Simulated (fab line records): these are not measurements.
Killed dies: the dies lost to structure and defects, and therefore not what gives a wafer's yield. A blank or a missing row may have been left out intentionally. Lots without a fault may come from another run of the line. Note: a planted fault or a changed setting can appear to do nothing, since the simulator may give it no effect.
Problem report, 8D (eight disciplines) form, completed by code    flow gf180mcu    the parts of the form that need people (team, actions taken, sign-off) are left out

## 1. THE PROBLEM
Across 2 wafers from 2 lots, CONTACT_W_RS at GF_CONTACT_RS_MEAS_25 averages 0.551 ohm/sq, while fault-free wafers read 0.387 ohm/sq with a standard deviation of 0.0036. Measured from the usual mean, that is +46 standard deviations.
The step: measures by four-point-probe.
Earliest sighting: wafer L725.3 on film-metro-04 at day 20 16:04. The record holds 33 wafers of 11 lots with a number at this step. Rule for "out" (also "out of limits"): further than 4 standard deviations from the usual mean. Any other wafer with a number is counted as sound.

## 2. WHAT IT IS, AND WHAT IT ISN'T
question                     is                            is not
which readings at this step  CONTACT_W_RS                  -
which lots                   L725, L727                    L716, L717, L718, L723, L724, L726, L728, L735, L736
which wafers of those lots   L725.3, L727.1                L725.4, L725.5, L727.3, L727.6
read on which gauges         film-metro-03, film-metro-04  film-metro-02
when                         from day 20 16:04             up to then (17 sound wafers); but 14 sound wafers of L726, L727, L728, L735, L736 came after

## 3. THE SUSPECTS, EACH WITH WHAT RULES IT OUT
Counting: any tool at a process step up to the reading remains a suspect provided it ran every lot that is out. Sound lots after the first of them don't rule it out here, since some wafers of a struck lot are sound.
- the gauge at GF_CONTACT_RS_MEAS_25: ruled out. Those wafers that are out were read across 2 gauges (film-metro-03, film-metro-04).
- cvd-w-01 at GF_CONTACT_CVD_24 (deposits W, target thk 300 nm, time 90.339 s): kept. It processed each lot that is out (first: L725, day 20 15:57); up to then, its last sound lot is L724 (day 20 10:40). Out on those wafers are its own readings of susceptor-temp-C.
- At GF_CONTACT_CVD_24 on cvd-w-01, chamber 1 took the sound wafers of the same lots and chamber 0 took the wafers that are out.
Remaining after the count: cvd-w-01 at GF_CONTACT_CVD_24.

## 4. THE CAUSE (what the simulator had put in)
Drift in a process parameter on cvd-w-01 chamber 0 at GF_CONTACT_CVD_24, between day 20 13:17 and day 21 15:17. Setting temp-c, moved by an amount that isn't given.
The count eliminated every tool but this one.

## 5. THE CHAIN OF EFFECTS, in route order
Each row: a reading where the mean over the struck wafers with a number is more than 3 standard deviations away from the usual. Readings are gone through only where the record gives a usual standard deviation; hours: the median, over the lots, of the time from a lot's start at the first step in this table giving one to that lot's start at this step; sigmas: the change measured in usual standard deviations.
hours  step                    reading             usual         on struck wafers  change  sigmas
0      GF_CONTACT_CVD_24       susceptor-temp-C    399.98 C      380.90            -19.08  -99 or more
0      GF_CONTACT_RS_MEAS_25   CONTACT_W_RS        0.387 ohm/sq  0.551             +0.164  +46
3      GF_CONTACT_THK_MEAS_26  CONTACT_W_THK       301 nm        213               -88     -23
12     GF_CONTACT_CMP_27       time-to-endpoint-s  73.1 s        48.9              -24.2   -8.6
It contains these process steps:
- GF_CONTACT_CVD_24: deposits W, target thk 300 nm, time 90.339 s.
- GF_CONTACT_CMP_27: polishes, stops on SiO2, t overpolish 15 s, target thk 0 nm.

## 6. HOW IT WOULD HAVE BEEN CAUGHT EARLIER
Counted from the fault's start at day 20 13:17, it took 3 hours until the first out-of-limits reading at a measuring or inspecting step in this record, taken at day 20 16:04.
Tool's own readings at GF_CONTACT_CVD_24, susceptor-temp-C: out on all struck wafers the step has rows for; an alarm limit on them would have tripped on the first.
Of the lots that are out (2), L727 began GF_CONTACT_CVD_24 on cvd-w-01 after day 20 16:04. Had the tool been put on hold then, it would have been spared.
